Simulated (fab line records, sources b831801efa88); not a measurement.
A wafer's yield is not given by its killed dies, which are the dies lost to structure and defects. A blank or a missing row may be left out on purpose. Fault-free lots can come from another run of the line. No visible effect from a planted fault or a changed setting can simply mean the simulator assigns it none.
fab line records	flow sfq_line
record lots=5	wafers=23
route steps=325 shown JJ@189 M5@202 R5@214 I5@228 C5@243 M6@256
start_h: hours from the record's first day to the start of the lot's first wafer shown	wait_h: hours from the lot's prior step to this one	" the same as in the row above	L1.1+2: a single row standing in for several wafers	- no value, or no start was given	* or withheld: withheld	< > ~ a bound
route shown NAME@n: NAME is a module with steps in the file, n the number in the route of the first one	usual: mean/standard deviation of fault-free wafers	same: alike in all rows	chamber/n: place in a boat	sites: the reading at each site	_std_site: their standard deviation	_edge_site: the outer-site mean with the inner-site mean subtracted	radius_mm: for every site, how far away it sits from the centre of the wafer	mask NAME#n: copy n	behind: the last tool/chamber to shape the wafer	hold: why the lot went on hold/how many hours it stayed there/how the hold came to an end	device: the n, p or np transistor that did not switch	end of line: tests run on the same wafers once the route is complete	a step given without rows: its recipe and nothing more	killed: dies that structure and defects cost at the first sort, which is not the same as the wafer's yield	map: a wafer's dies, marking killed ones x, the rest . and places with no die _
set.NAME: the run value of the setting; set.NAME@STEP: its run value at that earlier step	model.NAME: the simulator's own value behind a step, which no gauge read
one table per step and one row per wafer, for lots whose settings were changed on purpose
## steps
# step SFQ_TRILAYER_JJ_CE_LITHO_PEB_117
# recipe peb_temp_c=115	peb_time_s=60	resist=KrF
lot.wafer	tool	chamber	start_h	wait_h	set.peb_time_s
L074.1+3+4	litho_track-01	0	1021.31	1.0	60
L074.2+6	"	0	"	"	54.2
L076.1+2+6	litho_track-01	0	1032.11	1.0	60
L076.3+5	"	0	"	"	51.88
L080.1+2+5	litho_track-04	0	1057.60	1.0	60
L080.3+4	"	0	"	"	57.27
L081.1+4+6	litho_track-04	0	1068.15	1.0	68.82
L081.2+5	"	0	"	"	60
L082.1+2+4	litho_track-04	0	1082.68	1.0	60
# step SFQ_TRILAYER_JJ_CE_LITHO_DEVELOP_116
# recipe time_s=60	resist=KrF
# step SFQ_TRILAYER_JJ_CE_METRO_MEASURE_117
# usual cd_nm=700.3/1.4
lot.wafer	tool	chamber	start_h	wait_h	set.peb_time_s@TRILAYER_JJ_CE_LITHO_PEB_117	cd_nm
L074.1	cd_sem-01	-	1021.65	0.0	60	697.4
L074.2	"	-	"	"	54.2	712.8
L074.3	"	-	"	"	60	697.3
L074.4	"	-	"	"	60	698.3
L074.6	"	-	"	"	54.2	711.7
L076.1	cd_sem-01	-	1032.45	0.0	60	701.4
L076.2	"	-	"	"	60	700.5
L076.3	"	-	"	"	51.88	721.9
L076.5	"	-	"	"	51.88	721.1
L076.6	"	-	"	"	60	701.2
L080.1	cd_sem-02	-	1057.94	0.0	60	701.1
L080.2	"	-	"	"	60	701.1
L080.3	"	-	"	"	57.27	707.1
L080.4	"	-	"	"	57.27	707.2
L080.5	"	-	"	"	60	700.4
L081.1	cd_sem-01	-	1068.49	0.0	68.82	681.8
L081.2	"	-	"	"	60	700.7
L081.4	"	-	"	"	68.82	681.4
L081.5	"	-	"	"	60	700.6
L081.6	"	-	"	"	68.82	681.9
L082.1	cd_sem-02	-	1083.01	0.0	60	702.1
L082.2	"	-	"	"	60	702.0
L082.4	"	-	"	"	60	701.2
# step SFQ_TRILAYER_JJ_CE_BARC_OPEN_RIE_150
# recipe mask_material=PR	chemistry=O2	target_depth_nm=240	target=BARC	icp_w=600	bias_w=80	pressure_mtorr=10	time_s=80
lot.wafer	tool	chamber	start_h	wait_h	set.peb_time_s@TRILAYER_JJ_CE_LITHO_PEB_117	model.JJ.cd_nm
L074.1	rie_metal-01	0	1022.85	1.0	60	696.4
L074.2	"	1	"	"	54.2	711.8
L074.3	"	0	"	"	60	695.6
L074.4	"	1	"	"	60	698.2
L074.6	"	0	"	"	54.2	710.7
L076.1	rie_metal-03	1	1033.65	1.0	60	699.9
L076.2	"	0	"	"	60	699.3
L076.3	"	1	"	"	51.88	721.8
L076.5	"	1	"	"	51.88	720.7
L076.6	"	0	"	"	60	700.4
L080.1	rie_metal-03	0	1059.14	1.0	60	700.7
L080.2	"	1	"	"	60	701.2
L080.3	"	0	"	"	57.27	707.3
L080.4	"	1	"	"	57.27	707
L080.5	"	0	"	"	60	699
L081.1	rie_metal-04	0	1069.69	1.0	68.82	682.9
L081.2	"	1	"	"	60	700.8
L081.4	"	1	"	"	68.82	682.1
L081.5	"	1	"	"	60	702.1
L081.6	"	0	"	"	68.82	683.1
L082.1	rie_metal-04	0	1084.21	1.0	60	702.5
L082.2	"	1	"	"	60	701.5
L082.4	"	0	"	"	60	701.1
# step SFQ_TRILAYER_M5_LITHO_PEB_126
# recipe peb_temp_c=115	peb_time_s=60	resist=KrF
lot.wafer	tool	chamber	start_h	wait_h	set.peb_time_s
L074.1+2	litho_track-01	0	1141.48	1.0	60
L074.3+4+6	"	0	"	"	53.09
L076.1+3	litho_track-02	0	1153.48	1.0	60
L076.2+5+6	"	0	"	"	52.94
L080.1+4+5	litho_track-02	0	1187.08	1.0	60
L080.2+3	"	0	"	"	68.16
L081.1+2+4+5+6	litho_track-02	0	1200.28	1.0	60
L082.1+2+4	litho_track-01	0	1215.88	1.0	60
# step SFQ_TRILAYER_M5_LITHO_DEVELOP_125
# recipe time_s=60	resist=KrF
# step SFQ_TRILAYER_M5_BARC_OPEN_METAL_ETCH_161
# recipe mask_material=PR	chemistry=O2	target_depth_nm=125	target=BARC	icp_w=600	bias_w=80	pressure_mtorr=10	time_s=43.07
lot.wafer	tool	chamber	start_h	wait_h	set.peb_time_s@TRILAYER_M5_LITHO_PEB_126	model.M5.cd_nm
L074.1	rie_metal-03	1	1141.81	0.0	60	701.8
L074.2	"	0	"	"	60	700.9
L074.3	"	0	"	"	53.09	718.6
L074.4	"	1	"	"	53.09	721.1
L074.6	"	0	"	"	53.09	720.4
L076.1	rie_metal-02	1	1153.81	0.0	60	698.3
L076.2	"	0	"	"	52.94	718.9
L076.3	"	0	"	"	60	698.5
L076.5	"	1	"	"	52.94	716.2
L076.6	"	0	"	"	52.94	718
L080.1	rie_metal-03	1	1187.41	0.0	60	700.4
L080.2	"	0	"	"	68.16	682.5
L080.3	"	0	"	"	68.16	683.3
L080.4	"	1	"	"	60	699.8
L080.5	"	0	"	"	60	700.2
L081.1	rie_metal-03	0	1200.61	0.0	60	698.1
L081.2	"	1	"	"	60	698.9
L081.4	"	1	"	"	60	700.7
L081.5	"	1	"	"	60	698.3
L081.6	"	0	"	"	60	699.5
L082.1	rie_metal-03	1	1216.21	0.0	60	699.7
L082.2	"	1	"	"	60	701.4
L082.4	"	1	"	"	60	701.3
# step SFQ_TRILAYER_M5_ETCH_METAL_ETCH_126
# recipe target=Nb	stop_on=SiO2	mask_material=PR	over_etch_frac=0.15	time_s=203.2	chemistry=Cl2/BCl3	target_depth_nm=265	icp_w=600	bias_w=80	pressure_mtorr=10
lot.wafer	tool	chamber	start_h	wait_h	set.icp_w	set.peb_time_s@TRILAYER_M5_LITHO_PEB_126	model.M5.cd_nm	model.KrF_of_TRILAYER_M5_LITHO_COAT_123.thk_nm
L074.1	rie_metal-03	1	1141.87	0.0	600	60	700	368.7
L074.2	"	0	"	"	600	60	700.7	366.2
L074.3	"	0	"	"	563	53.09	717.1	372.1
L074.4	"	1	"	"	600	53.09	718.6	370.3
L074.6	"	0	"	"	563	53.09	720.6	374.2
L076.1	rie_metal-02	1	1153.87	0.0	600	60	699.5	366.8
L076.2	"	0	"	"	600	52.94	720.2	365.5
L076.3	"	0	"	"	600	60	701.3	363
L076.5	"	1	"	"	534	52.94	717	379.3
L076.6	"	0	"	"	534	52.94	719.1	378.4
L080.1	rie_metal-03	1	1187.47	0.0	624.1	60	699.4	364
L080.2	"	0	"	"	600	68.16	682.2	366.9
L080.3	"	0	"	"	624.1	68.16	682.7	361.8
L080.4	"	1	"	"	600	60	697.7	368.6
L080.5	"	0	"	"	624.1	60	699.8	363.7
L081.1	rie_metal-03	0	1200.67	0.0	600	60	697.9	365.2
L081.2	"	1	"	"	600	60	698.1	367.2
L081.4	"	1	"	"	600	60	699.6	369.8
L081.5	"	1	"	"	600	60	697.2	368.4
L081.6	"	0	"	"	600	60	700	364.1
L082.1	rie_metal-03	1	1216.33	0.1	600	60	697.6	368.9
L082.2	"	1	"	"	600	60	698.8	368
L082.4	"	1	"	"	600	60	701.4	369.8
# step SFQ_TRILAYER_R5_DEP_SPUTTER_134
# recipe material=Ti	base_pressure_pa=1.33e-06	target_thk_nm=5	power_w=2000	time_s=5	chamber_pressure_pa=0.4
lot.wafer	tool	chamber	start_h	wait_h	set.time_s	model.Ti_of_TRILAYER_R5_DEP_SPUTTER_134.thk_nm
L074.1	pvd_sputter-04	-	1154.24	0.0	5	5.07
L074.2	"	-	"	"	5.61	5.726
L074.3	"	-	"	"	5	5.104
L074.4	"	-	"	"	5.61	5.811
L074.6	"	-	"	"	5.61	5.791
L076.1	pvd_sputter-03	-	1162.03	0.0	5	4.977
L076.2+3	"	-	"	"	5.639	5.623
L076.5	"	-	"	"	5.639	5.695
L076.6	"	-	"	"	5	4.881
L080.1	pvd_sputter-05	-	1193.34	0.0	4.564	4.587
L080.2	"	-	"	"	5	5.069
L080.3	"	-	"	"	5	5.186
L080.4	"	-	"	"	4.564	4.681
L080.5	"	-	"	"	5	5.035
L081.1	pvd_sputter-03	-	1206.94	0.0	5.353	5.222
L081.2	"	-	"	"	5	4.926
L081.4	"	-	"	"	5.353	5.283
L081.5	"	-	"	"	5.353	5.263
L081.6	"	-	"	"	5	5.002
L082.1	pvd_sputter-05	-	1222.46	0.0	5	5.043
L082.2	"	-	"	"	5	5.047
L082.4	"	-	"	"	5	5.048
# step SFQ_TRILAYER_R5_LITHO_COAT_136
# recipe resist=KrF	spin_rpm=3000	resist_thk_nm=600
lot.wafer	tool	chamber	start_h	wait_h	set.resist_thk_nm	model.KrF_of_TRILAYER_R5_LITHO_COAT_136.thk_nm
L074.1	litho_track-04	0	1154.74	0.2	600	597.6
L074.2+4	"	0	"	"	635.2	-
L074.3	"	0	"	"	635.2	631.7
L074.6	"	0	"	"	600	-
L076.1	litho_track-04	0	1162.53	0.2	600	601.3
L076.2+5	"	0	"	"	600	-
L076.3	"	0	"	"	590.2	-
L076.6	"	0	"	"	590.2	591.8
L080.1+4	litho_track-03	0	1193.84	0.2	600	-
L080.2	"	0	"	"	600	598.6
L080.3	"	0	"	"	600	599.8
L080.5	"	0	"	"	600	599.1
L081.1	litho_track-02	0	1207.44	0.2	600	-
L081.2	"	0	"	"	583.7	580
L081.4+5	"	0	"	"	583.7	-
L081.6	"	0	"	"	600	597.7
L082.1	litho_track-03	0	1222.96	0.2	600	602.3
L082.2	"	0	"	"	600	601.4
L082.4	"	0	"	"	600	600.2
# step SFQ_TRILAYER_A5C_DEP_PECVD_142
# recipe material=SiO2	temp_c=150	time_s=15.556	pressure_torr=2.4	rf_w=183.3	precursor=SiH4/N2O	target_thk_nm=70
lot.wafer	tool	chamber	start_h	wait_h	set.time_s	model.SiO2_of_TRILAYER_A5C_DEP_PECVD_142.thk_nm
L074.1	pecvd-01	0	1299.80	0.0	15.556	70.06
L074.2	"	1	"	"	15.556	69.54
L074.3	"	2	"	"	15.556	69.13
L074.4	"	2	"	"	14.77	66.63
L074.6	"	0	"	"	14.77	67.6
L076.1	pecvd-01	0	1309.40	0.0	15.556	70.19
L076.2	"	2	"	"	15.556	69.16
L076.3	"	1	"	"	15.556	69.21
L076.5	"	2	"	"	15.556	70.79
L076.6	"	1	"	"	15.556	70.53
L080.1	pecvd-01	2	1341.80	0.0	13.31	59.78
L080.2	"	0	"	"	15.556	68.82
L080.3	"	1	"	"	13.31	60.26
L080.4	"	2	"	"	15.556	70.45
L080.5	"	0	"	"	15.556	70.88
L081.1	pecvd-01	2	1354.73	0.0	15.556	69
L081.2	"	1	"	"	15.556	68.37
L081.4	"	2	"	"	15.556	69.14
L081.5	"	0	"	"	15.556	69.97
L081.6	"	1	"	"	15.556	68.94
L082.1	pecvd-01	0	1369.13	0.0	15.556	70.6
L082.2	"	2	"	"	15.556	69.91
L082.4	"	0	"	"	15.556	70.92
# step SFQ_TRILAYER_I5_LITHO_PEB_147
# recipe peb_temp_c=115	peb_time_s=60	resist=KrF
lot.wafer	tool	chamber	start_h	wait_h	set.peb_temp_c
L074.1+2+3+4+6	litho_track-01	0	1441.70	1.0	115
L076.1+5	litho_track-03	0	1451.30	1.0	115
L076.2+3+6	"	0	"	"	118.1
L080.1+2	litho_track-02	0	1482.50	1.0	115
L080.3+4+5	"	0	"	"	111.6
L081.1+5	litho_track-01	0	1498.22	1.0	113.8
L081.2+4+6	"	0	"	"	115
L082.1+2+4	litho_track-02	0	1512.62	1.0	115
# step SFQ_TRILAYER_I5_LITHO_DEVELOP_146
# recipe time_s=60	resist=KrF
# step SFQ_TRILAYER_I5_BARC_OPEN_VIA_ETCH_200
# recipe mask_material=PR	chemistry=O2	target_depth_nm=125	target=BARC	source_w=500	bias_w=80	pressure_mtorr=30	time_s=41.7
lot.wafer	tool	chamber	start_h	wait_h	set.peb_temp_c@TRILAYER_I5_LITHO_PEB_147	model.I5.cd_nm
L074.1	rie_diel-01	0	1442.03	0.0	115	700.5
L074.2	"	3	"	"	115	701.5
L074.3	"	1	"	"	115	701
L074.4	"	2	"	"	115	702.3
L074.6	"	2	"	"	115	700.4
L076.1	rie_diel-03	1	1451.63	0.0	115	699.3
L076.2	"	2	"	"	118.1	752
L076.3	"	3	"	"	118.1	749.6
L076.5	"	2	"	"	115	700.6
L076.6	"	1	"	"	118.1	750.5
L080.1+2	rie_diel-02	2,3	1482.83	0.0	115	698.9
L080.3	"	0	"	"	111.6	627.7
L080.4	"	1	"	"	111.6	625.4
L080.5	"	2	"	"	111.6	628
L081.1	rie_diel-01	1	1498.56	0.0	113.8	677.5
L081.2	"	2	"	"	115	700.2
L081.4	"	3	"	"	115	699.9
L081.5	"	0	"	"	113.8	677.3
L081.6	"	3	"	"	115	699.5
L082.1	rie_diel-02	0	1512.96	0.0	115	695
L082.2	"	3	"	"	115	697.5
L082.4	"	1	"	"	115	697.7
# step SFQ_TRILAYER_C5_LITHO_EXPOSE_152
# recipe mask_id=C5	na=0.6	source_shape=conventional	sigma_outer=0.65	target_cd_nm=500	dose_mj=21.3
lot.wafer	tool	chamber	start_h	wait_h	mask	set.dose_mj
L074.1+4+6	krf_scanner-01	0	1578.25	-	C5#0	22.05
L074.2+3	"	0	"	"	C5#0	21.3
L076.1+3+5	krf_scanner-01	0	1587.85	-	C5#0	21.3
L076.2+6	"	0	"	"	C5#0	20.72
L080.1+3+4	krf_scanner-01	0	1619.05	-	C5#0	21.3
L080.2+5	"	0	"	"	C5#0	20.53
L081.1+2+6	krf_scanner-01	0	1632.25	-	C5#0	21.3
L081.4+5	"	0	"	"	C5#0	20.3
L082.1+2+4	krf_scanner-01	0	1645.45	-	C5#0	21.3
# step SFQ_TRILAYER_C5_LITHO_PEB_154
# recipe peb_temp_c=115	peb_time_s=60	resist=KrF
# step SFQ_TRILAYER_C5_LITHO_DEVELOP_153
# recipe time_s=60	resist=KrF
# step SFQ_TRILAYER_C5_BARC_OPEN_VIA_ETCH_210
# recipe mask_material=PR	chemistry=O2	target_depth_nm=125	target=BARC	source_w=500	bias_w=80	pressure_mtorr=30	time_s=40.6
lot.wafer	tool	chamber	start_h	wait_h	set.dose_mj@TRILAYER_C5_LITHO_EXPOSE_152	model.C5.cd_nm
L074.1	rie_diel-02	1	1579.79	0.0	22.05	506.3
L074.2	"	2	"	"	21.3	500.6
L074.3	"	0	"	"	21.3	498.7
L074.4	"	3	"	"	22.05	507.2
L074.6	"	2	"	"	22.05	505.9
L076.1+3	rie_diel-03	1,2	1589.39	0.0	21.3	500.7
L076.2	"	3	"	"	20.72	496.5
L076.5	"	3	"	"	21.3	500.4
L076.6	"	0	"	"	20.72	496.6
L080.1	rie_diel-03	0	1620.59	0.0	21.3	497.4
L080.2	"	2	"	"	20.53	492.6
L080.3	"	3	"	"	21.3	497.8
L080.4	"	1	"	"	21.3	499
L080.5	"	3	"	"	20.53	492.4
L081.1	rie_diel-03	3	1633.79	0.0	21.3	497.6
L081.2	"	2	"	"	21.3	498.9
L081.4	"	1	"	"	20.3	491.7
L081.5	"	2	"	"	20.3	489.6
L081.6	"	1	"	"	21.3	499.9
L082.1	rie_diel-02	2	1646.99	0.0	21.3	501.9
L082.2	"	3	"	"	21.3	501.6
L082.4	"	1	"	"	21.3	501.1
# step SFQ_TRILAYER_C5_ETCH_VIA_ETCH_154
# recipe target=SiO2	mask_material=PR	chemistry=CHF3	target_depth_nm=84	source_w=500	bias_w=80	pressure_mtorr=30	time_s=withheld	stop_on=Nb
# usual oes_product_au=0.896/0.0072
lot.wafer	tool	chamber	start_h	wait_h	set.source_w	set.time_s@TRILAYER_A5C_DEP_PECVD_142	oes_product_au	model.C5.feature_depth_nm
L074.1	rie_diel-02	1	1579.83	0.0	519.6	*	0.892	70.16
L074.2	"	2	"	"	500	*	0.890	69.54
L074.3	"	0	"	"	519.6	*	0.877	69.23
L074.4	"	3	"	"	500	*	0.870	66.63
L074.6	"	2	"	"	519.6	*	0.877	67.7
L076.1	rie_diel-03	1	1589.43	0.0	469.6	*	0.888	70.19
L076.2	"	3	"	"	500	*	0.891	69.16
L076.3	"	2	"	"	500	*	0.885	69.21
L076.5	"	3	"	"	500	*	0.902	70.79
L076.6	"	0	"	"	469.6	*	0.892	70.53
L080.1	rie_diel-03	0	1620.63	0.0	500	*	0.821	59.78
L080.2	"	2	"	"	519.8	*	0.888	68.92
L080.3	"	3	"	"	519.8	*	0.824	60.36
L080.4	"	1	"	"	500	*	0.898	70.45
L080.5	"	3	"	"	519.8	*	0.900	70.98
L081.1	rie_diel-03	3	1633.83	0.0	557.4	*	0.886	69.28
L081.2	"	2	"	"	557.4	*	0.885	68.66
L081.4	"	1	"	"	500	*	0.888	69.14
L081.5	"	2	"	"	500	*	0.892	69.97
L081.6	"	1	"	"	500	*	0.884	68.94
L082.1	rie_diel-02	2	1647.03	0.0	500	*	0.899	70.6
L082.2	"	3	"	"	500	*	0.902	69.91
L082.4	"	1	"	"	500	*	0.906	70.92
# step SFQ_TRILAYER_M6_LITHO_COAT_159
# recipe resist=KrF	spin_rpm=3000	resist_thk_nm=600
lot.wafer	tool	chamber	start_h	wait_h	set.resist_thk_nm	model.KrF_of_TRILAYER_M6_LITHO_COAT_159.thk_nm
L074.1	litho_track-01	0	1581.25	0.2	622	620
L074.2	"	0	"	"	600	598.9
L074.3	"	0	"	"	622	621.2
L074.4	"	0	"	"	600	597.8
L074.6	"	0	"	"	600	596.9
L076.1	litho_track-01	0	1590.85	0.2	600	599.1
L076.2	"	0	"	"	600	600
L076.3	"	0	"	"	600	599.9
L076.5	"	0	"	"	575.6	577.3
L076.6	"	0	"	"	575.6	575.5
L080.1	litho_track-02	0	1622.05	0.2	619	618.3
L080.2	"	0	"	"	600	598
L080.3	"	0	"	"	600	600.5
L080.4	"	0	"	"	600	599.1
L080.5	"	0	"	"	619	617.9
L081.1	litho_track-01	0	1635.25	0.2	600	597.2
L081.2	"	0	"	"	600	599.2
L081.4	"	0	"	"	600	597.6
L081.5	"	0	"	"	600	598.2
L081.6	"	0	"	"	600	598.1
L082.1	litho_track-04	0	1648.45	0.2	600	603
L082.2	"	0	"	"	600	600.5
L082.4	"	0	"	"	600	601.4
# step SFQ_TRILAYER_M6_LITHO_SOFTBAKE_163
# recipe temp_c=withheld	time_s=withheld	resist=KrF
# step SFQ_TRILAYER_M6_LITHO_EXPOSE_160
# recipe mask_id=M6	na=0.6	source_shape=conventional	sigma_outer=0.65	target_cd_nm=500	dose_mj=14.4
# step SFQ_TRILAYER_M6_BARC_OPEN_METAL_ETCH_206
# recipe mask_material=PR	chemistry=O2	target_depth_nm=125	target=BARC	icp_w=600	bias_w=80	pressure_mtorr=10	time_s=42.91
# step SFQ_TRILAYER_M6_ETCH_METAL_ETCH_162
# recipe target=Nb	stop_on=SiO2	mask_material=PR	chemistry=Cl2/Ar	target_depth_nm=240	icp_w=600	bias_w=80	pressure_mtorr=10	time_s=120
lot.wafer	tool	chamber	start_h	wait_h	set.resist_thk_nm@TRILAYER_M6_LITHO_COAT_159	model.KrF_of_TRILAYER_M6_LITHO_COAT_159.thk_nm
L074.1	rie_metal-02	0	1583.60	0.0	622	398
L074.2	"	1	"	"	600	379.2
L074.3	"	1	"	"	622	400.9
L074.4	"	0	"	"	600	375.2
L074.6	"	0	"	"	600	374.4
L076.1	rie_metal-01	0	1592.90	0.0	600	375.9
L076.2	"	1	"	"	600	383.3
L076.3	"	1	"	"	600	382.4
L076.5	"	1	"	"	575.6	361.3
L076.6	"	0	"	"	575.6	352.9
L080.1	rie_metal-03	1	1624.10	0.0	619	399.9
L080.2	"	0	"	"	600	376.8
L080.3	"	1	"	"	600	383
L080.4	"	0	"	"	600	375.6
L080.5	"	0	"	"	619	396
L081.1	rie_metal-03	0	1641.69	0.0	600	375.2
L081.2	"	1	"	"	600	380.2
L081.4	"	1	"	"	600	379.5
L081.5	"	0	"	"	600	375.1
L081.6	"	1	"	"	600	381
L082.1	rie_metal-01	1	1650.50	0.0	600	384.7
L082.2	"	0	"	"	600	377.5
L082.4	"	1	"	"	600	384.2
## key
split step=SFQ_TRILAYER_JJ_CE_LITHO_PEB_117	setting=peb_time_s	stated=60	by=wafer
response step=SFQ_TRILAYER_JJ_CE_METRO_MEASURE_117	reading=cd_nm	change=-1.41	per=1%	r=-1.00
response step=SFQ_TRILAYER_JJ_CE_BARC_OPEN_RIE_150	reading=model.JJ.cd_nm	change=-1.43	per=1%	r=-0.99
split step=SFQ_TRILAYER_M5_LITHO_PEB_126	setting=peb_time_s	stated=60	by=wafer
response step=SFQ_TRILAYER_M5_BARC_OPEN_METAL_ETCH_161	reading=model.M5.cd_nm	change=-1.48	per=1%	r=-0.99
response step=SFQ_TRILAYER_M5_ETCH_METAL_ETCH_126	reading=model.M5.cd_nm	change=-1.43	per=1%	r=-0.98
split step=SFQ_TRILAYER_M5_ETCH_METAL_ETCH_126	setting=icp_w	stated=600	by=wafer
response step=SFQ_TRILAYER_M5_ETCH_METAL_ETCH_126	reading=model.KrF_of_TRILAYER_M5_LITHO_COAT_123.thk_nm	change=-1.13	per=1%	r=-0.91
split step=SFQ_TRILAYER_R5_DEP_SPUTTER_134	setting=time_s	stated=5	by=wafer
response step=SFQ_TRILAYER_R5_DEP_SPUTTER_134	reading=model.Ti_of_TRILAYER_R5_DEP_SPUTTER_134.thk_nm	change=+0.054	per=1%	r=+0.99
split step=SFQ_TRILAYER_R5_LITHO_COAT_136	setting=resist_thk_nm	stated=600	by=wafer
response step=SFQ_TRILAYER_R5_LITHO_COAT_136	reading=model.KrF_of_TRILAYER_R5_LITHO_COAT_136.thk_nm	change=+5.93	per=1%	r=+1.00
split step=SFQ_TRILAYER_A5C_DEP_PECVD_142	setting=time_s	stated=15.556	by=wafer
response step=SFQ_TRILAYER_A5C_DEP_PECVD_142	reading=model.SiO2_of_TRILAYER_A5C_DEP_PECVD_142.thk_nm	change=+0.672	per=1%	r=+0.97
response step=SFQ_TRILAYER_C5_ETCH_VIA_ETCH_154	reading=oes_product_au	change=+0.00476	per=1%	r=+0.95
response step=SFQ_TRILAYER_C5_ETCH_VIA_ETCH_154	reading=model.C5.feature_depth_nm	change=+0.674	per=1%	r=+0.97
split step=SFQ_TRILAYER_I5_LITHO_PEB_147	setting=peb_temp_c	stated=115	by=wafer
response step=SFQ_TRILAYER_I5_BARC_OPEN_VIA_ETCH_200	reading=model.I5.cd_nm	change=+21.8	per=1%	r=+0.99
split step=SFQ_TRILAYER_C5_LITHO_EXPOSE_152	setting=dose_mj	stated=21.3	by=wafer
response step=SFQ_TRILAYER_C5_BARC_OPEN_VIA_ETCH_210	reading=model.C5.cd_nm	change=+1.7	per=1%	r=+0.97
split step=SFQ_TRILAYER_C5_ETCH_VIA_ETCH_154	setting=source_w	stated=500	by=wafer
response none clear
split step=SFQ_TRILAYER_M6_LITHO_COAT_159	setting=resist_thk_nm	stated=600	by=wafer
response step=SFQ_TRILAYER_M6_LITHO_COAT_159	reading=model.KrF_of_TRILAYER_M6_LITHO_COAT_159.thk_nm	change=+5.94	per=1%	r=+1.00
response step=SFQ_TRILAYER_M6_ETCH_METAL_ETCH_162	reading=model.KrF_of_TRILAYER_M6_LITHO_COAT_159.thk_nm	change=+6.04	per=1%	r=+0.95
